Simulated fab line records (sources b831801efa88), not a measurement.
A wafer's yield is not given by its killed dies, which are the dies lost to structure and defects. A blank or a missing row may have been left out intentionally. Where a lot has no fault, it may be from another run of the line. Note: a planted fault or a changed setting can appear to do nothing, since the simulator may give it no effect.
fab line records || flow gf180mcu
[record] {"lots": 6, "wafers": 18, "lastDay": 35}
route steps=602 shown V5@545
lots that met no fault: taken from a fault-free run of the same line
startH: start of the lot's first displayed wafer, in hours after the record's first day || waitH: how many hours have passed since the lot's step before this one || " same as the row above || L1.1+2: a row that stands for several wafers || - no value, or no start was given || * or withheld: withheld || < > ~ a bound
route shown NAME@n: NAME is a module with steps in the file, n the number in the route of the first one || usual: mean and standard deviation over wafers with no fault || same: alike in all rows || chamber/n: place in a boat || sites: per-site readings || _std_site: the standard deviation of these || _edge_site: inner sites' mean taken away from outer sites' mean || radiusMm: for every site, how far away it sits from the centre of the wafer || mask NAME#n: copy n || behind: tool/chamber where the wafer was last shaped || hold: cause of the lot's hold/its duration in hours/its outcome || device: transistor that didn't switch, given as n, p or np || end of line: the same wafers' tests at the end of the route || step lacking rows: just its recipe || killed: count of dies lost to structure and defects at first sort (not the wafer's yield) || map: a wafer's dies, x killed, . not, _ none there
set.NAME: the run value of the setting; set.NAME@STEP: its run value at that earlier step || model.NAME: the simulator's own value behind a step, which no gauge read
lots seen at some steps along the route; tables by step, rows by wafer
services: from which hour (startH, from the record's first day; less than 0 if before it) a tool's chamber was out of use, for how many hours, and why
[[steps]]
[step GF_V5_BOW_MEAS_05]
[recipe] {"mode": "bow"}
[usual] {"V5_BOW": "133/7.9"}
{"lot.wafer": "L984.2", "tool": "filmMetro-01", "chamber": "-", "startH": 662.31, "waitH": 0.2, "V5_BOW[um]": 137}
{"lot.wafer": "L984.3", "tool": "filmMetro-01", "chamber": "-", "startH": 662.31, "waitH": 0.2, "V5_BOW[um]": 131}
{"lot.wafer": "L984.4", "tool": "filmMetro-01", "chamber": "-", "startH": 662.31, "waitH": 0.2, "V5_BOW[um]": 152}
{"lot.wafer": "L987.3", "tool": "filmMetro-02", "chamber": "-", "startH": 686.12, "waitH": 0.2, "V5_BOW[um]": 132}
{"lot.wafer": "L987.4", "tool": "filmMetro-02", "chamber": "-", "startH": 686.12, "waitH": 0.2, "V5_BOW[um]": 132}
{"lot.wafer": "L987.5", "tool": "filmMetro-02", "chamber": "-", "startH": 686.12, "waitH": 0.2, "V5_BOW[um]": 132}
{"lot.wafer": "L997.2", "tool": "filmMetro-03", "chamber": "-", "startH": 747.81, "waitH": 0.2, "V5_BOW[um]": 131}
{"lot.wafer": "L997.3", "tool": "filmMetro-03", "chamber": "-", "startH": 747.81, "waitH": 0.2, "V5_BOW[um]": 134}
{"lot.wafer": "L997.6", "tool": "filmMetro-03", "chamber": "-", "startH": 747.81, "waitH": 0.2, "V5_BOW[um]": 127}
{"lot.wafer": "L100.4", "tool": "filmMetro-03", "chamber": "-", "startH": 763.62, "waitH": 0.3, "V5_BOW[um]": 150}
{"lot.wafer": "L100.5", "tool": "filmMetro-03", "chamber": "-", "startH": 763.62, "waitH": 0.3, "V5_BOW[um]": 134}
{"lot.wafer": "L100.6", "tool": "filmMetro-03", "chamber": "-", "startH": 763.62, "waitH": 0.3, "V5_BOW[um]": 133}
{"lot.wafer": "L101.1", "tool": "filmMetro-03", "chamber": "-", "startH": 773.49, "waitH": 0.2, "V5_BOW[um]": 134}
{"lot.wafer": "L101.3", "tool": "filmMetro-03", "chamber": "-", "startH": 773.49, "waitH": 0.2, "V5_BOW[um]": 130}
{"lot.wafer": "L101.5", "tool": "filmMetro-03", "chamber": "-", "startH": 773.49, "waitH": 0.2, "V5_BOW[um]": 133}
{"lot.wafer": "L103.1", "tool": "filmMetro-01", "chamber": "-", "startH": 780.99, "waitH": 0.1, "V5_BOW[um]": 139}
{"lot.wafer": "L103.2", "tool": "filmMetro-01", "chamber": "-", "startH": 780.99, "waitH": 0.1, "V5_BOW[um]": 137}
{"lot.wafer": "L103.3", "tool": "filmMetro-01", "chamber": "-", "startH": 780.99, "waitH": 0.1, "V5_BOW[um]": 137}
[step GF_V5_DEHYDRATE_06]
[recipe] {"tempC": 200, "timeS": 60}
[step GF_V5_HMDS_07]
[recipe] {"primeTimeS": 60, "primeTempC": 120}
[step GF_V5_COAT_08]
[recipe] {"resist": "BARC", "tempC": "withheld", "timeS": "withheld", "spinRpm": "withheld", "resistThkNm": "withheld"}
[step GF_V5_COAT_09]
[recipe] {"resist": "KrF", "spinRpm": "withheld", "resistThkNm": 1000}
[step GF_V5_SOFTBAKE_10]
[recipe] {"tempC": 131, "timeS": 60, "resist": "KrF"}
[step GF_V5_EXPOSE_11]
[recipe] {"maskId": "Via5", "targetCdNm": 260, "na": 0.68, "sourceShape": "conventional", "sigmaOuter": 0.6, "doseMj": 38}
[step GF_V5_PEB_12]
[recipe] {"pebTempC": 135, "pebTimeS": 90, "resist": "KrF"}
[step GF_V5_DEVELOP_13]
[recipe] {"developTimeS": 60, "resist": "KrF", "devTempC": 21}
[step GF_V5_CD_MEAS_14]
[recipe] {"targetCdNm": 260}
[usual] {"cdNm": "260.1/1.3"}
{"lot.wafer": "L984.2", "tool": "cdSem-01", "chamber": "-", "startH": 681.96, "waitH": 0.1, "cdNm": 261.3}
{"lot.wafer": "L984.3", "tool": "cdSem-01", "chamber": "-", "startH": 681.96, "waitH": 0.1, "cdNm": 262.7}
{"lot.wafer": "L984.4", "tool": "cdSem-01", "chamber": "-", "startH": 681.96, "waitH": 0.1, "cdNm": 262.3}
{"lot.wafer": "L987.3", "tool": "cdSem-01", "chamber": "-", "startH": 705.47, "waitH": 0.1, "cdNm": 262.2}
{"lot.wafer": "L987.4", "tool": "cdSem-01", "chamber": "-", "startH": 705.47, "waitH": 0.1, "cdNm": 260.7}
{"lot.wafer": "L987.5", "tool": "cdSem-01", "chamber": "-", "startH": 705.47, "waitH": 0.1, "cdNm": 263.0}
{"lot.wafer": "L997.2", "tool": "cdSem-02", "chamber": "-", "startH": 764.85, "waitH": 0.1, "cdNm": 261.4}
{"lot.wafer": "L997.3", "tool": "cdSem-02", "chamber": "-", "startH": 764.85, "waitH": 0.1, "cdNm": 260.7}
{"lot.wafer": "L997.6", "tool": "cdSem-02", "chamber": "-", "startH": 764.85, "waitH": 0.1, "cdNm": 261.9}
{"lot.wafer": "L100.4", "tool": "cdSem-01", "chamber": "-", "startH": 779.92, "waitH": 0.1, "cdNm": 259.0}
{"lot.wafer": "L100.5", "tool": "cdSem-01", "chamber": "-", "startH": 779.92, "waitH": 0.1, "cdNm": 261.0}
{"lot.wafer": "L100.6", "tool": "cdSem-01", "chamber": "-", "startH": 779.92, "waitH": 0.1, "cdNm": 262.0}
{"lot.wafer": "L101.1", "tool": "cdSem-02", "chamber": "-", "startH": 790.06, "waitH": 0.1, "cdNm": 258.6}
{"lot.wafer": "L101.3", "tool": "cdSem-02", "chamber": "-", "startH": 790.06, "waitH": 0.1, "cdNm": 257.6}
{"lot.wafer": "L101.5", "tool": "cdSem-02", "chamber": "-", "startH": 790.06, "waitH": 0.1, "cdNm": 259.0}
{"lot.wafer": "L103.1", "tool": "cdSem-02", "chamber": "-", "startH": 796.78, "waitH": 0.1, "cdNm": 260.6}
{"lot.wafer": "L103.2", "tool": "cdSem-02", "chamber": "-", "startH": 796.78, "waitH": 0.1, "cdNm": 260.4}
{"lot.wafer": "L103.3", "tool": "cdSem-02", "chamber": "-", "startH": 796.78, "waitH": 0.1, "cdNm": 258.5}
[step GF_V5_OVL_MEAS_15]
[usual] {"V5_OVL": "1/5.1"}
{"lot.wafer": "L984.2", "tool": "overlay-01", "chamber": "-", "startH": 682.07, "waitH": 0.1, "V5_OVL[nm]": 12}
{"lot.wafer": "L984.3", "tool": "overlay-01", "chamber": "-", "startH": 682.07, "waitH": 0.1, "V5_OVL[nm]": 12}
{"lot.wafer": "L984.4", "tool": "overlay-01", "chamber": "-", "startH": 682.07, "waitH": 0.1, "V5_OVL[nm]": 5}
{"lot.wafer": "L987.3", "tool": "overlay-01", "chamber": "-", "startH": 705.56, "waitH": 0.1, "V5_OVL[nm]": -7}
{"lot.wafer": "L987.4", "tool": "overlay-01", "chamber": "-", "startH": 705.56, "waitH": 0.1, "V5_OVL[nm]": 3}
{"lot.wafer": "L987.5", "tool": "overlay-01", "chamber": "-", "startH": 705.56, "waitH": 0.1, "V5_OVL[nm]": 0}
{"lot.wafer": "L997.2", "tool": "overlay-02", "chamber": "-", "startH": 764.95, "waitH": 0.1, "V5_OVL[nm]": 6}
{"lot.wafer": "L997.3", "tool": "overlay-02", "chamber": "-", "startH": 764.95, "waitH": 0.1, "V5_OVL[nm]": 5}
{"lot.wafer": "L997.6", "tool": "overlay-02", "chamber": "-", "startH": 764.95, "waitH": 0.1, "V5_OVL[nm]": -4}
{"lot.wafer": "L100.4", "tool": "overlay-02", "chamber": "-", "startH": 780.00, "waitH": 0.1, "V5_OVL[nm]": 4}
{"lot.wafer": "L100.5", "tool": "overlay-02", "chamber": "-", "startH": 780.00, "waitH": 0.1, "V5_OVL[nm]": 15}
{"lot.wafer": "L100.6", "tool": "overlay-02", "chamber": "-", "startH": 780.00, "waitH": 0.1, "V5_OVL[nm]": 3}
{"lot.wafer": "L101.1", "tool": "overlay-01", "chamber": "-", "startH": 790.18, "waitH": 0.1, "V5_OVL[nm]": -1}
{"lot.wafer": "L101.3", "tool": "overlay-01", "chamber": "-", "startH": 790.18, "waitH": 0.1, "V5_OVL[nm]": -4}
{"lot.wafer": "L101.5", "tool": "overlay-01", "chamber": "-", "startH": 790.18, "waitH": 0.1, "V5_OVL[nm]": -4}
{"lot.wafer": "L103.1", "tool": "overlay-01", "chamber": "-", "startH": 796.90, "waitH": 0.1, "V5_OVL[nm]": 0}
{"lot.wafer": "L103.2", "tool": "overlay-01", "chamber": "-", "startH": 796.90, "waitH": 0.1, "V5_OVL[nm]": 2}
{"lot.wafer": "L103.3", "tool": "overlay-01", "chamber": "-", "startH": 796.90, "waitH": 0.1, "V5_OVL[nm]": -5}
[step GF_V5_ETCH_16]
[recipe] {"chemistry": "N2/H2", "targetDepthA": "withheld", "overetchA": "withheld", "timeS": "withheld", "target": "BARC", "ionEnergyEv": 200, "sourceW": 500, "biasW": 100, "pressureMtorr": 30, "n2FlowSccm": 100, "h2FlowSccm": 200}
[usual] {"biasW": "100.1/0.3", "chamberPressureMTorr": "29.994/0.029", "drypumpMotorCurrentA": "5.9/0.58", "oesProductAu": "0.856/0.005", "throttleValvePct": "13.226/0.0093"}
{"lot.wafer": "L984.2", "tool": "rieDiel-01", "chamber": 1, "startH": 682.10, "waitH": 0.0, "biasW": 100.3, "chamberPressureMTorr": 29.960, "drypumpMotorCurrentA": 5.3, "oesProductAu": 0.855, "throttleValvePct": 13.222}
{"lot.wafer": "L984.3", "tool": "rieDiel-01", "chamber": 2, "startH": 682.10, "waitH": 0.0, "biasW": 99.7, "chamberPressureMTorr": 29.989, "drypumpMotorCurrentA": 5.5, "oesProductAu": 0.847, "throttleValvePct": 13.215}
{"lot.wafer": "L984.4", "tool": "rieDiel-01", "chamber": 0, "startH": 682.10, "waitH": 0.0, "biasW": 100.3, "chamberPressureMTorr": 30.026, "drypumpMotorCurrentA": 5.4, "oesProductAu": 0.857, "throttleValvePct": 13.218}
{"lot.wafer": "L987.3", "tool": "rieDiel-03", "chamber": 2, "startH": 705.58, "waitH": 0.0, "biasW": 99.7, "chamberPressureMTorr": 29.983, "drypumpMotorCurrentA": 6.5, "oesProductAu": 0.849, "throttleValvePct": 13.227}
{"lot.wafer": "L987.4", "tool": "rieDiel-03", "chamber": 3, "startH": 705.58, "waitH": 0.0, "biasW": 100.5, "chamberPressureMTorr": 29.993, "drypumpMotorCurrentA": 6.6, "oesProductAu": 0.860, "throttleValvePct": 13.222}
{"lot.wafer": "L987.5", "tool": "rieDiel-03", "chamber": 3, "startH": 705.58, "waitH": 0.0, "biasW": 100.6, "chamberPressureMTorr": 29.929, "drypumpMotorCurrentA": 6.6, "oesProductAu": 0.857, "throttleValvePct": 13.220}
{"lot.wafer": "L997.2", "tool": "rieDiel-03", "chamber": 0, "startH": 764.98, "waitH": 0.0, "biasW": 99.9, "chamberPressureMTorr": 30.008, "drypumpMotorCurrentA": 6.6, "oesProductAu": 0.855, "throttleValvePct": 13.226}
{"lot.wafer": "L997.3", "tool": "rieDiel-03", "chamber": 1, "startH": 764.98, "waitH": 0.0, "biasW": 99.6, "chamberPressureMTorr": 29.978, "drypumpMotorCurrentA": 5.7, "oesProductAu": 0.853, "throttleValvePct": 13.245}
{"lot.wafer": "L997.6", "tool": "rieDiel-03", "chamber": 0, "startH": 764.98, "waitH": 0.0, "biasW": 100.2, "chamberPressureMTorr": 29.966, "drypumpMotorCurrentA": 6.6, "oesProductAu": 0.860, "throttleValvePct": 13.227}
{"lot.wafer": "L100.4", "tool": "rieDiel-02", "chamber": 1, "startH": 780.04, "waitH": 0.0, "biasW": 100.5, "chamberPressureMTorr": 29.976, "drypumpMotorCurrentA": 5.7, "oesProductAu": 0.850, "throttleValvePct": 13.210}
{"lot.wafer": "L100.5", "tool": "rieDiel-02", "chamber": 2, "startH": 780.04, "waitH": 0.0, "biasW": 99.5, "chamberPressureMTorr": 29.955, "drypumpMotorCurrentA": 6.2, "oesProductAu": 0.854, "throttleValvePct": 13.212}
{"lot.wafer": "L100.6", "tool": "rieDiel-02", "chamber": 3, "startH": 780.04, "waitH": 0.0, "biasW": 100.2, "chamberPressureMTorr": 29.989, "drypumpMotorCurrentA": 6.1, "oesProductAu": 0.857, "throttleValvePct": 13.221}
{"lot.wafer": "L101.1", "tool": "rieDiel-01", "chamber": 2, "startH": 790.21, "waitH": 0.0, "biasW": 100.2, "chamberPressureMTorr": 29.981, "drypumpMotorCurrentA": 5.5, "oesProductAu": 0.846, "throttleValvePct": 13.216}
{"lot.wafer": "L101.3", "tool": "rieDiel-01", "chamber": 0, "startH": 790.21, "waitH": 0.0, "biasW": 100.1, "chamberPressureMTorr": 29.985, "drypumpMotorCurrentA": 5.4, "oesProductAu": 0.850, "throttleValvePct": 13.225}
{"lot.wafer": "L101.5", "tool": "rieDiel-01", "chamber": 0, "startH": 790.21, "waitH": 0.0, "biasW": 100.2, "chamberPressureMTorr": 29.960, "drypumpMotorCurrentA": 5.4, "oesProductAu": 0.855, "throttleValvePct": 13.221}
{"lot.wafer": "L103.1", "tool": "rieDiel-01", "chamber": 0, "startH": 796.93, "waitH": 0.0, "biasW": 99.9, "chamberPressureMTorr": 30.007, "drypumpMotorCurrentA": 5.4, "oesProductAu": 0.856, "throttleValvePct": 13.213}
{"lot.wafer": "L103.2", "tool": "rieDiel-01", "chamber": 3, "startH": 796.93, "waitH": 0.0, "biasW": 99.8, "chamberPressureMTorr": 30.006, "drypumpMotorCurrentA": 5.1, "oesProductAu": 0.855, "throttleValvePct": 13.232}
{"lot.wafer": "L103.3", "tool": "rieDiel-01", "chamber": 2, "startH": 796.93, "waitH": 0.0, "biasW": 99.5, "chamberPressureMTorr": 30.017, "drypumpMotorCurrentA": 5.5, "oesProductAu": 0.851, "throttleValvePct": 13.232}
[step GF_V5_ETCH_17]
[recipe] {"chemistry": "C4F8/O2/Ar", "maskMaterial": "KrF", "target": "SiO2", "stopOn": "TiN", "sourceW": 1500, "biasW": 1200, "pressureMtorr": 40, "c4f8FlowSccm": "withheld", "O2_flow_sccm": 6, "Ar_flow_sccm": 300, "timeS": "withheld", "targetDepthA": 8550}
[usual] {"biasW": "1200/3.6", "chamberPressureMTorr": "40.00/0.038", "oesProductAu": "0.860/0.0047"}
{"lot.wafer": "L984.2", "tool": "rieDiel-01", "chamber": 1, "startH": 682, "waitH": "-", "biasW": 1198, "chamberPressureMTorr": 40.06, "oesProductAu": 0.852}
{"lot.wafer": "L984.3", "tool": "rieDiel-01", "chamber": 2, "startH": 682, "waitH": "-", "biasW": 1196, "chamberPressureMTorr": 39.97, "oesProductAu": 0.867}
{"lot.wafer": "L984.4", "tool": "rieDiel-01", "chamber": 0, "startH": 682, "waitH": "-", "biasW": 1198, "chamberPressureMTorr": 39.94, "oesProductAu": 0.861}
{"lot.wafer": "L987.3", "tool": "rieDiel-03", "chamber": 2, "startH": 705, "waitH": "-", "biasW": 1196, "chamberPressureMTorr": 40.03, "oesProductAu": 0.859}
{"lot.wafer": "L987.4", "tool": "rieDiel-03", "chamber": 3, "startH": 705, "waitH": "-", "biasW": 1198, "chamberPressureMTorr": 39.96, "oesProductAu": 0.850}
{"lot.wafer": "L987.5", "tool": "rieDiel-03", "chamber": 3, "startH": 705, "waitH": "-", "biasW": 1196, "chamberPressureMTorr": 40.04, "oesProductAu": 0.862}
{"lot.wafer": "L997.2", "tool": "rieDiel-03", "chamber": 0, "startH": 765, "waitH": "-", "biasW": 1201, "chamberPressureMTorr": 40.02, "oesProductAu": 0.864}
{"lot.wafer": "L997.3", "tool": "rieDiel-03", "chamber": 1, "startH": 765, "waitH": "-", "biasW": 1199, "chamberPressureMTorr": 40.01, "oesProductAu": 0.860}
{"lot.wafer": "L997.6", "tool": "rieDiel-03", "chamber": 0, "startH": 765, "waitH": "-", "biasW": 1202, "chamberPressureMTorr": 40.04, "oesProductAu": 0.854}
{"lot.wafer": "L100.4", "tool": "rieDiel-02", "chamber": 1, "startH": 780, "waitH": "-", "biasW": "-", "chamberPressureMTorr": "-", "oesProductAu": "-"}
{"lot.wafer": "L100.5", "tool": "rieDiel-02", "chamber": 2, "startH": 780, "waitH": "-", "biasW": "-", "chamberPressureMTorr": "-", "oesProductAu": "-"}
{"lot.wafer": "L100.6", "tool": "rieDiel-02", "chamber": 3, "startH": 780, "waitH": "-", "biasW": "-", "chamberPressureMTorr": "-", "oesProductAu": "-"}
{"lot.wafer": "L101.1", "tool": "rieDiel-01", "chamber": 2, "startH": 790, "waitH": "-", "biasW": "-", "chamberPressureMTorr": "-", "oesProductAu": "-"}
{"lot.wafer": "L101.3", "tool": "rieDiel-01", "chamber": 0, "startH": 790, "waitH": "-", "biasW": "-", "chamberPressureMTorr": "-", "oesProductAu": "-"}
{"lot.wafer": "L101.5", "tool": "rieDiel-01", "chamber": 0, "startH": 790, "waitH": "-", "biasW": "-", "chamberPressureMTorr": "-", "oesProductAu": "-"}
{"lot.wafer": "L103.1", "tool": "rieDiel-01", "chamber": 0, "startH": 796, "waitH": "-", "biasW": 1199, "chamberPressureMTorr": 40.01, "oesProductAu": 0.858}
{"lot.wafer": "L103.2", "tool": "rieDiel-01", "chamber": 3, "startH": 796, "waitH": "-", "biasW": 1199, "chamberPressureMTorr": 39.93, "oesProductAu": 0.858}
{"lot.wafer": "L103.3", "tool": "rieDiel-01", "chamber": 2, "startH": 796, "waitH": "-", "biasW": 1197, "chamberPressureMTorr": 40.00, "oesProductAu": 0.858}
[step GF_V5_STRIP_18]
[recipe] {"chemistry": "O2/N2", "powerW": 1400, "pressureMtorr": 1500, "platenTempC": 250, "o2FlowSccm": 3000, "n2FlowSccm": 300, "overashFraction": 0.5}
[usual] {"drypumpMotorCurrentA": "5.7/0.4", "heaterPowerW": "315/23", "oesProductAu": "0.567/0.005"}
{"lot.wafer": "L984.2", "tool": "plasmaAsher-03", "chamber": 0, "startH": 682.25, "waitH": "-", "drypumpMotorCurrentA": 5.6, "heaterPowerW": 287, "oesProductAu": 0.565, "rfHoursCounterH": 110}
{"lot.wafer": "L984.3", "tool": "plasmaAsher-03", "chamber": 1, "startH": 682.25, "waitH": "-", "drypumpMotorCurrentA": 5.7, "heaterPowerW": 300, "oesProductAu": 0.565, "rfHoursCounterH": "-"}
{"lot.wafer": "L984.4", "tool": "plasmaAsher-03", "chamber": 0, "startH": 682.25, "waitH": "-", "drypumpMotorCurrentA": 5.6, "heaterPowerW": 275, "oesProductAu": 0.563, "rfHoursCounterH": "-"}
{"lot.wafer": "L987.3", "tool": "plasmaAsher-03", "chamber": 1, "startH": 705.77, "waitH": "-", "drypumpMotorCurrentA": 5.7, "heaterPowerW": 293, "oesProductAu": 0.574, "rfHoursCounterH": "-"}
{"lot.wafer": "L987.4", "tool": "plasmaAsher-03", "chamber": 0, "startH": 705.77, "waitH": "-", "drypumpMotorCurrentA": 5.6, "heaterPowerW": 281, "oesProductAu": 0.566, "rfHoursCounterH": "-"}
{"lot.wafer": "L987.5", "tool": "plasmaAsher-03", "chamber": 1, "startH": 705.77, "waitH": "-", "drypumpMotorCurrentA": 5.7, "heaterPowerW": 290, "oesProductAu": 0.559, "rfHoursCounterH": "-"}
{"lot.wafer": "L997.2", "tool": "plasmaAsher-02", "chamber": 0, "startH": 765.14, "waitH": "-", "drypumpMotorCurrentA": 5.7, "heaterPowerW": 332, "oesProductAu": 0.569, "rfHoursCounterH": 65}
{"lot.wafer": "L997.3", "tool": "plasmaAsher-02", "chamber": 0, "startH": 765.14, "waitH": "-", "drypumpMotorCurrentA": 5.7, "heaterPowerW": 339, "oesProductAu": 0.573, "rfHoursCounterH": "-"}
{"lot.wafer": "L997.6", "tool": "plasmaAsher-02", "chamber": 0, "startH": 765.14, "waitH": "-", "drypumpMotorCurrentA": 5.7, "heaterPowerW": 334, "oesProductAu": 0.574, "rfHoursCounterH": "-"}
{"lot.wafer": "L100.4", "tool": "plasmaAsher-01", "chamber": 1, "startH": 780.20, "waitH": "-", "drypumpMotorCurrentA": 6.5, "heaterPowerW": 310, "oesProductAu": 0.664, "rfHoursCounterH": "-"}
{"lot.wafer": "L100.5", "tool": "plasmaAsher-01", "chamber": 0, "startH": 780.20, "waitH": "-", "drypumpMotorCurrentA": 5.2, "heaterPowerW": 339, "oesProductAu": 0.670, "rfHoursCounterH": "-"}
{"lot.wafer": "L100.6", "tool": "plasmaAsher-01", "chamber": 1, "startH": 780.20, "waitH": "-", "drypumpMotorCurrentA": 6.5, "heaterPowerW": 303, "oesProductAu": 0.667, "rfHoursCounterH": "-"}
{"lot.wafer": "L101.1", "tool": "plasmaAsher-01", "chamber": 1, "startH": 790.37, "waitH": "-", "drypumpMotorCurrentA": 6.5, "heaterPowerW": 303, "oesProductAu": 0.670, "rfHoursCounterH": 37}
{"lot.wafer": "L101.3", "tool": "plasmaAsher-01", "chamber": 1, "startH": 790.37, "waitH": "-", "drypumpMotorCurrentA": 6.6, "heaterPowerW": 314, "oesProductAu": 0.666, "rfHoursCounterH": "-"}
{"lot.wafer": "L101.5", "tool": "plasmaAsher-01", "chamber": 0, "startH": 790.37, "waitH": "-", "drypumpMotorCurrentA": 5.2, "heaterPowerW": 339, "oesProductAu": 0.664, "rfHoursCounterH": "-"}
{"lot.wafer": "L103.1", "tool": "plasmaAsher-03", "chamber": 0, "startH": 797.09, "waitH": "-", "drypumpMotorCurrentA": 5.6, "heaterPowerW": 289, "oesProductAu": 0.567, "rfHoursCounterH": 5}
{"lot.wafer": "L103.2", "tool": "plasmaAsher-03", "chamber": 1, "startH": 797.09, "waitH": "-", "drypumpMotorCurrentA": 5.6, "heaterPowerW": 303, "oesProductAu": 0.572, "rfHoursCounterH": 5}
{"lot.wafer": "L103.3", "tool": "plasmaAsher-03", "chamber": 0, "startH": 797.09, "waitH": "-", "drypumpMotorCurrentA": 5.6, "heaterPowerW": 291, "oesProductAu": 0.568, "rfHoursCounterH": "-"}
[step GF_V5_STRIP_19]
[recipe] {"chemistry": "postEtchResidueRemover", "timeS": 1200, "tempC": 72.5}
[[services]]
{"tool": "rieDiel-03", "chamber": 0, "startH": 662.47, "hours": "-", "kind": "clean"}
{"tool": "rieDiel-03", "chamber": 0, "startH": 662.47, "hours": 34.9, "kind": "scheduledDown"}
{"tool": "rieDiel-03", "chamber": 0, "startH": 662.47, "hours": 34.9, "kind": "ventCycle"}
{"tool": "rieDiel-02", "chamber": 1, "startH": 669.41, "hours": "-", "kind": "clean"}
{"tool": "rieDiel-02", "chamber": 1, "startH": 669.41, "hours": 21.1, "kind": "scheduledDown"}
{"tool": "rieDiel-01", "chamber": 1, "startH": 672.51, "hours": 3.0, "kind": "repair"}
{"tool": "rieDiel-02", "chamber": 3, "startH": 700.30, "hours": 4.6, "kind": "repair"}
{"tool": "plasmaAsher-02", "chamber": "-", "startH": 701.73, "hours": 2.2, "kind": "repair"}
{"tool": "plasmaAsher-03", "chamber": "-", "startH": 733.79, "hours": 9.0, "kind": "pm"}
{"tool": "plasmaAsher-03", "chamber": 0, "startH": 733.79, "hours": 9.0, "kind": "ventCycle"}
{"tool": "plasmaAsher-03", "chamber": 1, "startH": 733.79, "hours": 9.0, "kind": "ventCycle"}
{"tool": "rieDiel-03", "chamber": "-", "startH": 736.77, "hours": 0.8, "kind": "repair"}
{"tool": "rieDiel-01", "chamber": 2, "startH": 738.15, "hours": 6.1, "kind": "repair"}
{"tool": "plasmaAsher-03", "chamber": "-", "startH": 742.79, "hours": 2.8, "kind": "pm"}
{"tool": "plasmaAsher-03", "chamber": 0, "startH": 742.79, "hours": "-", "kind": "clean"}
{"tool": "plasmaAsher-03", "chamber": 1, "startH": 742.79, "hours": "-", "kind": "clean"}
{"tool": "rieDiel-03", "chamber": "-", "startH": 745.12, "hours": 2.8, "kind": "pm"}
{"tool": "rieDiel-03", "chamber": 2, "startH": 747.87, "hours": "-", "kind": "clean"}
{"tool": "rieDiel-03", "chamber": 2, "startH": 747.87, "hours": 19.0, "kind": "scheduledDown"}
{"tool": "rieDiel-03", "chamber": 2, "startH": 747.87, "hours": 19.0, "kind": "ventCycle"}
{"tool": "rieDiel-02", "chamber": 1, "startH": 760.20, "hours": 7.9, "kind": "repair"}
{"tool": "rieDiel-01", "chamber": 3, "startH": 770.33, "hours": "-", "kind": "clean"}
{"tool": "rieDiel-01", "chamber": 3, "startH": 770.33, "hours": 21.0, "kind": "scheduledDown"}
{"tool": "rieDiel-01", "chamber": 3, "startH": 770.33, "hours": 21.0, "kind": "ventCycle"}
[[key]]
[firstSign] {"step": "GF_V5_ETCH_17", "reading": "toolRecord", "direction": "missing"}
[effect] {"step": "GF_V5_STRIP_18", "reading": "oesProductAu", "direction": "up", "sigmas": 20, "usual": 0.567, "struck": 0.667}
metAt GF_V5_ETCH_17
struckWafers L100.4,L100.5,L100.6,L101.1,L101.3,L101.5
laterRowsLeftOut L100.4,L100.5,L100.6,L101.1,L101.3,L101.5
sortLeftOut L100.4,L100.5,L100.6,L101.1,L101.3,L101.5
onsetBetween 682 780
[fault] {"kind": "skippedStepWhole", "tool": "rieDiel-01,rieDiel-02", "chamber": "-", "onsetH": 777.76, "steps": "GF_V5_ETCH_17", "scope": "struckLotsOnly"}
// sortLeftOut: the simulated sort isn't trusted on such a fault, so these wafers' sort isn't shown, and their yield isn't known
// laterRowsLeftOut: the simulator's readings of these wafers behind a module that went badly wrong aren't trusted and aren't shown, but for the sort
